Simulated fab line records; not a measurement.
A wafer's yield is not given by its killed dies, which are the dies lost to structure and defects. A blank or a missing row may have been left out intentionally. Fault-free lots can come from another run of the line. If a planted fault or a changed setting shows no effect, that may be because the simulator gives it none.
Struck lot and sound lot, side by side | flow gf180mcu | 37 steps out of a route of 602
Sound: these wafers, L446.1, L446.3, L446.6. Wafers struck: L454.1, L454.2, L454.6. Last of all comes the cause.
At each step with rows: each side's tool, then ch and its chambers, then its first start. Under that, the readings that differ: sound wafers | struck wafers | difference of the means | sigmas: that difference in standard deviations of wafers without a fault.
alike: readings whose means differ by less than 2 such deviations, and words and numbers that are the same on both sides. not compared: withheld readings, readings that some wafer has no value for, bounds like >300 that may hide the same value, and numbers for which the record gives no deviation and whose values overlap.
A row with sigmas, a row that says differs or no value, or rows on one side alone: a step with any of these is where the two part. Numbers that have no deviation but don't overlap get no sigmas and don't part them. Lack of a reading on every wafer of one side parts them only where that side has two or more wafers.

first, 2 steps without rows for these wafers: GF_M4_PEB_12 (peb time 90 s); GF_M4_DEVELOP_13 (develop time 60 s).
GF_M4_CD_MEAS_14: target cd 280 nm.
  sound on cd sem-02 at day 25 10:47; struck on cd sem-02 at day 28 01:33
  alike: cd nm
GF_M4_OVL_MEAS_15:
  sound on overlay-02 at day 25 10:54; struck on overlay-01 at day 28 01:40
  alike: M4_OVL
GF_M4_METAL_ETCH_16: etches the open film in Cl2/BCl3, stops on SiO2, target depth 750.8 nm, time 125.1 s.
  sound on rie metal-04 ch 0, day 25 10:56; struck on rie metal-02 ch 0,1, day 28 01:42
  alike: drypump motor current A, oes product au, throttle valve pct
  not compared: rf hours counter h
GF_M4_STRIP_17: strips in O2/N2.
  sound on plasma asher-02 ch 0,1, day 25 11:04; struck on plasma asher-02 ch 0,1, day 28 01:50
  alike: drypump motor current A, heater power w, n2 flow sccm, o2 flow sccm, oes product au, strip time to endpoint s
  not compared: rf hours counter h
then, 3 steps without rows for these wafers: GF_M4_STRIP_18 (strips in post etch residue remover, time 1200 s); GF_M4_CLEAN_19 (cleans in DIW); GF_V4_CVD_00 (deposits SiO2, target thk 600 nm, time 100 s).
GF_V4_THK_MEAS_01:
  sound on film metro-01 at day 25 11:49; struck on film metro-04 at day 28 02:31
  alike: V4_CVD_00_THK
GF_V4_CVD_02: deposits SiO2 from TEOS, target thk 850 nm, time 94.851 s.
  sound on pecvd-03 ch 0,1, day 25 11:53; struck on pecvd-04 ch 0,1,2, day 28 02:35
  alike: heater power w
GF_V4_THK_MEAS_03:
  sound on film metro-01 at day 25 11:57; struck on film metro-01 at day 28 02:39
  alike: V4_CVD_02_THK
GF_V4_CMP_04: polishes SiO2.
  sound on cmp-01 ch 0,1, day 25 12:01; struck on cmp-02 ch 0,2,3, day 28 02:48
  reading                             | sound             | struck          | difference | sigmas
  model.SiO2_of_V4_CVD_02.thk nm (nm) | 632.2 633.1 633.7 | 583.8 584 584.9 | -48.8      |
  alike: motor current A, time to endpoint s
GF_V4_BOW_MEAS_05:
  sound on film metro-04 at day 25 12:22; struck on film metro-04 at day 28 03:03
  alike: V4_BOW
then, 8 steps without rows for these wafers: GF_V4_DEHYDRATE_06 (time 60 s); GF_V4_HMDS_07 (prime time 60 s); GF_V4_COAT_08; GF_V4_COAT_09 (resist thk 1000 nm); GF_V4_SOFTBAKE_10 (time 60 s); GF_V4_EXPOSE_11 (exposes mask Via4, target cd 260 nm); GF_V4_PEB_12 (peb time 90 s); GF_V4_DEVELOP_13 (develop time 60 s).
GF_V4_CD_MEAS_14: target cd 260 nm.
  sound on cd sem-01 at day 26 09:43; struck on cd sem-02 at day 28 22:39
  reading    | sound             | struck            | difference | sigmas
  cd nm (nm) | 261.1 262.4 262.4 | 259.2 260.5 258.9 | -2.4       | -2
GF_V4_OVL_MEAS_15:
  sound on overlay-02 at day 26 09:50; struck on overlay-01 at day 28 22:46
  alike: V4_OVL
then, 1 step without rows for these wafers: GF_V4_ETCH_16 (etches BARC in N2/H2).
GF_V4_ETCH_17: etches SiO2 in C4F8/O2/Ar, stops on TiN, target depth 630 nm.
  sound: rie diel-03 ch 0,1,3; struck: rie diel-02 ch 2,3
  reading                        | sound             | struck            | difference | sigmas
  oes product au (a.u.)          | 0.851 0.857 0.854 | 0.825 0.818 0.826 | -0.031     | -8
  model.etch.depth nm (nm)       | 632.2 633.1 633.7 | 583.8 584 584.9   | -48.8      |
  model.V4.feature depth nm (nm) | 632.2 633.1 633.7 | 583.8 584 584.9   | -48.8      |
GF_V4_STRIP_18: strips in O2/N2.
  sound on plasma asher-01 ch 0,1, day 26 09:59; struck on plasma asher-03 ch 0,1, day 28 22:56
  alike: drypump motor current A, heater power w, n2 flow sccm, o2 flow sccm, oes product au
  not compared: rf hours counter h
then, 2 steps without rows for these wafers: GF_V4_STRIP_19 (strips in post etch residue remover, time 1200 s); GF_V4_CLEAN_20 (cleans in DIW).
GF_V4_SPUTTER_21: material Ti, target thk 15 nm, time 80.02 s.
  sound on pvd sputter-01 at day 26 10:32; struck on pvd sputter-03 at day 28 23:30
  alike: throttle valve pct
then, 2 steps without rows for these wafers: GF_V4_SPUTTER_22 (material TiN, target thk 10 nm, time 40 s); GF_V4_CVD_23 (deposits W, target thk 350 nm, time 104.9 s).
GF_V4_RS_MEAS_24: uses a four-point probe to measure.
  sound on film metro-04 at day 26 10:44; struck on film metro-01 at day 28 23:43
  alike: V4_W_RS
GF_V4_THK_MEAS_25: measures by xrf.
  sound on film metro-04 at day 26 10:52; struck on film metro-01 at day 28 23:50
  alike: V4_W_THK
GF_V4_CMP_26: polishes, stops on SiO2, t overpolish 15 s, target thk 0 nm.
  sound on cmp-02 ch 1,3, day 26 10:56; struck on cmp-01 ch 1,2,3, day 28 23:55
  reading                             | sound             | struck          | difference | sigmas
  model.SiO2_of_V4_CVD_02.thk nm (nm) | 628.4 629.3 629.9 | 580 580.2 581.1 | -49        |
  alike: motor current A
then, 1 step without rows for these wafers: GF_MIM_SPUTTER_00 (material Ti, target thk 37.5 nm, time 150 s).
GF_PASSIVATION_PROBE_99:
  sound wafers here have rows in the record (prober-02, day 30 20:40); struck ones have none

## WHERE THEY PART
First at GF_V4_CD_MEAS_14; last, within this record, at GF_PASSIVATION_PROBE_99.

WHY: what the simulator had put in
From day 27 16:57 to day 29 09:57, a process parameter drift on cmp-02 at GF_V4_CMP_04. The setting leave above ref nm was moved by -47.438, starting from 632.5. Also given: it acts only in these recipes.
